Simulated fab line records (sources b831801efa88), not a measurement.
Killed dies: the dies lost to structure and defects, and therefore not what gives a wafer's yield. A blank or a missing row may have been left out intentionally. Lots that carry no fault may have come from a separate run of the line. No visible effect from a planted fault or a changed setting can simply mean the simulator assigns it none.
2 desks looking at one fault ; flow sky130 ; each desk holds nothing but its own numbers, with what lay behind them at the end

## THE METROLOGY DESK
What the gauges read, lot by lot, whatever tool the lot ran on: means of the sampled wafers that have a number. A lot is out of limits, marked OUT, if its mean lies more than 4 standard deviations from the usual mean; the brackets give that distance.
Columns: A = LI_CONTACT_BOW at SKY_LI_CONTACT_BOW_MEAS_03, usual 55 um; B = cdNm at SKY_LOCAL_INTERCONNECT_CD_MEAS_11, usual 170.7 nm; C = CONTACT_W_RS at SKY_CONTACT_RS_MEAS_25, usual 0.337 ohm/sq
lot;first seen here;A;B;C
L295;day 28 17:01;53;169.7;0.339
L298;day 29 17:56;53;171.1;0.334
L299;day 30 11:37;63;171.6;0.339
L303;day 31 19:48;51;172.6;0.334
L305;day 32 01:13;56;171.2;0.339
L306;day 32 08:28;58;171.3;0.339
L309;day 33 02:28;54;172.3;0.336
L308;day 33 04:17;55;169.4;0.342
L310;day 33 06:07;52;171.4;0.333
L311;day 33 18:38;48;170.4;0.333
L312;day 33 21:49;60;172.2;0.334
This desk's verdict: no lot among the 11 shows anything out of limits.

## TOOL OWNER'S DESK, cmp-01
The tool's own readings at SKY_LI_CONTACT_CMP_02 (polishes PSG): means of the sampled wafers that have a number, for each lot that ran on this tool. A lot is out of limits, marked OUT, if its mean lies more than 4 standard deviations from the usual mean; the brackets give that distance.
Columns: A = motorCurrentA at SKY_LI_CONTACT_CMP_02, usual 11.7 A; B = slurryFlowMlMin at SKY_LI_CONTACT_CMP_02, usual 150.1; C = timeToEndpointS at SKY_LI_CONTACT_CMP_02, usual 32.7 s
lot;first seen here;A;B;C
L295;day 28 16:46;10.8;149.9;33.0
L299;day 30 11:25;11.4;150.1;33.6
L303;day 31 19:30;11.5;149.8;31.5
L305;day 32 00:55;10.9;150.0;32.5
L309;day 33 02:10;11.2;150.4;35.5
L310;day 33 05:46;11.7;149.9;37.1
L311;day 33 18:22;11.4;150.0;37.8
This desk's verdict: no lot among the 7 shows anything out of limits.

## ALL TOGETHER
Nothing out of limits was seen by the metrology desk.
The tool owner's desk saw nothing out of limits.

## WHAT THE SIMULATOR HAD PUT IN
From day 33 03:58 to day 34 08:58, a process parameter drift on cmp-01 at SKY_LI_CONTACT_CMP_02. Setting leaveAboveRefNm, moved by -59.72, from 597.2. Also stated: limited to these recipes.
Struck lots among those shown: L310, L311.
